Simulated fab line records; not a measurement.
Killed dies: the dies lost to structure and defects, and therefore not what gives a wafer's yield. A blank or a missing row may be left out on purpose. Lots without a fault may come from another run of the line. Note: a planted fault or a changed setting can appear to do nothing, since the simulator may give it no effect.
Chamber matching | flow gf180mcu | 4 sister chambers for GF_STI_ETCH_14 on rieSi-01
The step etches Si in HBr/Cl2/O2, target depth 360 nm, time 102.9 s. 7 wafers are shown with their chamber, then 8 later ones without.

WAFERS PAIRED WITH THEIR CHAMBERS
wafer  | chamber | runLengthS (s) | throttleValvePct (%)
L301.6 | 2       | 131.7          | 25.654
L316.4 | 3       | 131.1          | 25.680
L316.5 | 0       | 131.1          | 25.654
L317.1 | 1       | 131.0          | 25.642
L317.2 | 0       | 131.6          | 25.645
L317.5 | 3       | 130.9          | 25.664
L318.2 | 1       | 130.8          | 25.641

WAFERS WHOSE CHAMBER IS MISSING
wafer  | runLengthS (s) | throttleValvePct (%)
L318.4 | 131.2          | 25.650
L318.5 | 131.3          | 25.632
L321.1 | 130.9          | 25.630
L321.4 | 131.3          | 25.669
L321.5 | 131.1          | 25.660
L323.1 | 131.1          | 25.654
L323.5 | 131.2          | 25.651
L323.6 | 131.7          | 25.658

THE CHAMBER EACH PASSED THROUGH
wafer  | from the rows above               | in truth
L318.4 | can't be placed: 0 or 1 or 2      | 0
L318.5 | can't be placed: 1 or 0 or 2      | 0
L321.1 | can't be placed: 1 or 0           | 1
L321.4 | can't be placed: 3 or 0 or 2      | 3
L321.5 | can't be placed: 3 or 0 or 1 or 2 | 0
L323.1 | can't be placed: 0 or 1 or 3 or 2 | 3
L323.5 | can't be placed: 0 or 1 or 2      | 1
L323.6 | can't be placed: 2 or 0           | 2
Placed correctly: 0 of 8. Not placeable from these rows: 8 (in 8, the candidates include the true chamber). 0 placed wrongly.
How it was worked out, from the rows above alone: a wafer's distance from a chamber is the root of the sum, over the readings, of the square of ((its reading less the chamber's mean) divided by the reading's scatter). The wafer belongs to the nearest chamber; if the next one is less than 2 further off, it can't be placed. Each chamber's mean is taken over the wafers shown for it. How the scatter is found: for the shown wafers, subtract from each reading the mean of its chamber, square and add these, divide the total by (wafers less chambers), then take the root.
